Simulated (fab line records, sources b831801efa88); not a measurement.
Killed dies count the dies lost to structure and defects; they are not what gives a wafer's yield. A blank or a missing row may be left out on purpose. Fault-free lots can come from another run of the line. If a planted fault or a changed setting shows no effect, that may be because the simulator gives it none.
Matching of chambers -- flow sky130 -- SKY_VIA3_CMP_02 on cmp-02: 4 sister chambers
The step polishes SiO2. 4 wafers are shown with their chamber, then 7 later ones without.

## EACH WAFER AND ITS CHAMBER
wafer,chamber,motor_current_A (A)
L602.5,1,12.4
L602.6,0,10.3
L607.2,3,10.7
L607.3,2,14.1

## WAFERS WITH NO CHAMBER GIVEN
wafer,motor_current_A (A)
L607.6,13.9
L612.1,13.4
L612.2,10.4
L612.5,9.9
L614.1,10.2
L614.4,11.4
L614.6,12.7

## EACH ONE'S CHAMBER
wafer,from the rows above,in truth
L607.6,2,2
L612.1,can't be placed: 2 or 1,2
L612.2,can't be placed: 0 or 3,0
L612.5,can't be placed: 0 or 3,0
L614.1,can't be placed: 0 or 3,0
L614.4,can't be placed: 3 or 1 or 0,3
L614.6,1,1
Correct placement for 2 of the 7. From these rows, 5 cannot be placed; in 5 the true chamber is one of the candidates. Number placed wrongly: 0.
How it was worked out, from the rows above alone: a wafer's distance from a chamber is the root of the sum, over the readings, of the square of ((its reading less the chamber's mean) divided by the reading's scatter). If the next closest chamber is less than 2 further off than the closest, the wafer can't be placed; otherwise it belongs to the closest. A chamber's mean is the mean of its shown wafers. The scatter: with one shown wafer a chamber, the root of the mean of the squares of how far each hidden wafer lies from its nearest shown one.
